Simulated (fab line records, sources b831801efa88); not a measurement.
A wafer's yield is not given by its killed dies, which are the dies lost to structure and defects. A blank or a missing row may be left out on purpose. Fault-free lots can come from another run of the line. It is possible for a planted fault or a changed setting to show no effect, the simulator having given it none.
Which tool did it? ; flow sky130 ; 10 lots, 30 wafers sampled, at 5 steps of a route of 708

WHAT THE GAUGES SHOWED, per wafer
SKY_FIELD_ISO_BOW_MEAS_00.
lot;measured;on;INCOMING_BOW (um)
L246;day 1 15:02;film-metro-01;5 2 5
L249;day 2 06:02;film-metro-02;4 4 1
L255;day 3 12:01;film-metro-01;-6 -11 17
L256;day 3 17:02;film-metro-02;3 -2 -2
L257;day 3 22:01;film-metro-01;-1 -5 -3
L258;day 4 03:00;film-metro-02;1 2 4
L262;day 4 23:01;film-metro-03;8 7 0
L266;day 5 19:01;film-metro-01;1 -8 -6
L267;day 6 00:00;film-metro-02;6 -5 7
L268;day 6 05:00;film-metro-03;2 -7 10

SKY_LDD_N_TW_MEAS_17.
lot;measured;on;LDD_N_TW
L246;day 17 21:12;film-metro-02;2603 2614 2604
L249;day 19 05:12;film-metro-03;2630 2619 2623
L255;day 21 21:55;film-metro-03;2631 2637 2624
L256;day 21 22:48;film-metro-03;2614 2629 2639
L257;day 22 20:14;film-metro-01;2491 2501 2508
L258;day 23 13:40;film-metro-02;2601 2599 2605
L262;day 24 09:47;film-metro-01;2505 2499 2506
L266;day 26 02:58;film-metro-03;2920 2922 2905
L267;day 25 22:52;film-metro-01;2779 2769 2781
L268;day 26 18:08;film-metro-02;2855 2849 2862

WHICH TOOL RAN EACH LOT (tool, then ch and the chambers of the sampled wafers, then the start)
lot;SKY_GATE_OXIDE_STRIP_13;SKY_LDD_N_IMPLANT_10;SKY_LDD_N_STRIP_16
L246;plasma-asher-04 ch 0,1, day 13 21:57;implanter-04 ch 0, day 17 20:14;plasma-asher-02 ch 0,1, day 17 21:07
L249;plasma-asher-01 ch 0,1, day 15 07:38;implanter-04 ch 0, day 19 04:14;plasma-asher-02 ch 0,1, day 19 05:07
L255;plasma-asher-02 ch 0,1, day 17 18:23;implanter-04 ch 0, day 21 20:56;plasma-asher-03 ch 0,1, day 21 21:49
L256;plasma-asher-01 ch 0,1, day 17 14:58;implanter-02 ch 0, day 21 21:50;plasma-asher-03 ch 0,1, day 21 22:43
L257;plasma-asher-02 ch 0, day 18 14:59;implanter-02 ch 0, day 22 19:15;plasma-asher-03 ch 1, day 22 20:08
L258;plasma-asher-04 ch 0,1, day 19 09:44;implanter-04 ch 0, day 23 12:41;plasma-asher-02 ch 0,1, day 23 13:35
L262;plasma-asher-02 ch 0,1, day 20 06:10;implanter-02 ch 0, day 24 08:48;plasma-asher-01 ch 0,1, day 24 09:41
L266;plasma-asher-02 ch 0,1, day 21 22:56;implanter-04 ch 0, day 26 01:59;plasma-asher-03 ch 0,1, day 26 02:52
L267;plasma-asher-04 ch 0,1, day 21 22:14;implanter-04 ch 0, day 25 21:52;plasma-asher-02 ch 0,1, day 25 22:46
L268;plasma-asher-04 ch 0,1, day 22 18:04;implanter-04 ch 0, day 26 17:08;plasma-asher-02 ch 0,1, day 26 18:02
- SKY_GATE_OXIDE_STRIP_13: strips in O2/N2.
- SKY_LDD_N_IMPLANT_10
- SKY_LDD_N_STRIP_16: strips in O2/N2.

WHAT THE TOOLS THEMSELVES READ (means of the sampled wafers that have a number; where no wafer has one, the mark that the record gives instead)
SKY_GATE_OXIDE_STRIP_13.
lot;tool;chamber-pressure-mTorr (mTorr);drypump-motor-current-A (A);oes-product-au (a.u.);strip-time-to-endpoint-s (s)
L246;plasma-asher-04;1500.0;5.6;0.714;14.10
L249;plasma-asher-01;1500.3;5.4;0.716;14.18
L255;plasma-asher-02;1499.8;5.7;0.714;14.14
L256;plasma-asher-01;1499.0;5.4;0.716;14.15
L257;plasma-asher-02;1500.9;5.3;0.719;14.12
L258;plasma-asher-04;1499.8;5.3;0.715;14.22
L262;plasma-asher-02;1500.3;5.7;0.719;14.25
L266;plasma-asher-02;1499.6;5.7;0.718;14.14
L267;plasma-asher-04;1500.2;5.3;0.715;14.06
L268;plasma-asher-04;1499.3;5.6;0.720;14.20

SKY_LDD_N_IMPLANT_10.
lot;tool;beam-on-s (s);dose-ions-cm2;end-station-pressure-torr (Torr);faraday-current-uA
L246;implanter-04;10.02;7.504e+13;5.4e-06;422
L249;implanter-04;10.08;7.498e+13;5.3e-06;419
L255;implanter-04;9.94;7.501e+13;5.2e-06;426
L256;implanter-02;9.96;7.508e+13;5.6e-06;424
L257;implanter-02;9.98;7.510e+13;5.2e-06;423
L258;implanter-04;10.10;7.502e+13;5.3e-06;419
L262;implanter-02;10.04;7.505e+13;5.3e-06;421
L266;implanter-04;38.34;3.624e+14;5.1e-06;534
L267;implanter-04;37.39;3.624e+14;5.2e-06;547
L268;implanter-04;37.99;3.625e+14;5.0e-06;537

SKY_LDD_N_STRIP_16.
lot;tool;chamber-pressure-mTorr (mTorr);drypump-motor-current-A (A);oes-product-au (a.u.);strip-time-to-endpoint-s (s)
L246;plasma-asher-02;1499.3;5.7;0.402;4.300
L249;plasma-asher-02;1499.3;5.7;0.410;4.327
L255;plasma-asher-03;1498.1;5.9;0.405;4.298
L256;plasma-asher-03;1499.3;5.8;0.413;4.309
L257;plasma-asher-03;1500.0;5.7;0.405;4.312
L258;plasma-asher-02;1499.1;5.7;0.407;4.334
L262;plasma-asher-01;1499.2;5.4;0.408;4.302
L266;plasma-asher-03;1500.3;5.9;0.405;5.024
L267;plasma-asher-02;1500.5;5.5;0.410;5.045
L268;plasma-asher-02;1500.6;5.7;0.406;5.033

THE ANSWER, worked out from the rows above alone
Rule: usual is defined by the lots themselves. Put in order of their means at a reading, lots are off if they are a third of the lots or fewer, leave a main group of 4 or more, and stand apart from it by a gap of 3 or more times the standard deviation of the main group's means; of several such gaps the widest counts. If all means in a main group match to the digits the tables above print for the reading, that group is not used. A lot without any number at a reading at which 4 lots or more have one is off too. The other lots that the step has rows for count as sound. The gauges are gone through in route order, then the tools' own readings, and for those a lot's mean is taken as printed above. The first step at which some lot is off is used, and at that step the reading that is off furthest; a lot without a number counts as furthest.
Off at SKY_LDD_N_IMPLANT_10 (dose-ions-cm2): L266, L267, L268. For the main group the mean is 7.504e+13 and the standard deviation 3.8e+10.
If a tool, at that step or one of the process steps before it, ran each lot that is off and ran no sound lot following the first of them, it fits. One fits: implanter-04 at SKY_LDD_N_IMPLANT_10. Its last sound lot is L258 (day 23 12:41), its first lot that is off L267 (day 25 21:52): a fault that began between those two fits.
The tool's own readings at SKY_LDD_N_IMPLANT_10 bear it out: on the lots that are off they differ by more than 5 times the standard deviation of the sound lots' means. beam-on-s reads 37.91 s there against 10.02 s on the sound lots; dose-ions-cm2 reads 3.624e+14 there against 7.504e+13 on the sound lots; faraday-current-uA reads 539 there against 422 on the sound lots.

WHAT WAS PUT IN BY THE SIMULATOR
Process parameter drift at SKY_LDD_N_IMPLANT_10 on implanter-04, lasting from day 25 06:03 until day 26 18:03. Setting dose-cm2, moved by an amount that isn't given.
Shown lots that were struck: L266, L267, L268. Same finding as the rule above.
